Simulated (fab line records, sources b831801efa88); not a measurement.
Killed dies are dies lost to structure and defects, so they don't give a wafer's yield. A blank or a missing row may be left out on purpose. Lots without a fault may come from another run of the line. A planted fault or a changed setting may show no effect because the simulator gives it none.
Chamber matching | flow sky130 | SKY_CONTACT_CVD_00 on pecvd-04: 3 sister chambers
The step deposits Si3N4, target thk 75 nm. 3 wafers are shown with their chamber, then 8 later ones without.

WAFERS WITH THEIR CHAMBER
wafer  | chamber | heater_power_w (W)
L081.6 | 1       | 672
L084.1 | 2       | 825
L091.2 | 0       | 879

WAFERS WITHOUT THEIR CHAMBER
wafer  | heater_power_w (W)
L091.5 | 884
L091.6 | 787
L095.3 | 802
L095.5 | 742
L095.6 | 802
L097.2 | 826
L097.4 | 710
L097.6 | 669

WHICH CHAMBER EACH WENT THROUGH
wafer  | from the rows above     | in truth
L091.5 | can't be placed: 0 or 2 | 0
L091.6 | can't be placed: 2 or 0 | 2
L095.3 | can't be placed: 2 or 0 | 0
L095.5 | can't be placed: 1 or 2 | 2
L095.6 | can't be placed: 2 or 0 | 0
L097.2 | can't be placed: 2 or 0 | 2
L097.4 | 1                       | 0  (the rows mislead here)
L097.6 | 1                       | 1
Placed correctly: 1 of 8. Can't be placed from these rows: 6 (the true chamber is among the candidates in 6). Placed wrongly: 1.
How it was worked out, from the rows above alone: a wafer's distance from a chamber is the root of the sum, over the readings, of the square of ((its reading less the chamber's mean) divided by the reading's scatter). The wafer belongs to the nearest chamber; if the next one is less than 2 further off, it can't be placed. A chamber's mean is the mean of its shown wafers. The scatter: with one shown wafer a chamber, the root of the mean of the squares of how far each hidden wafer lies from its nearest shown one.
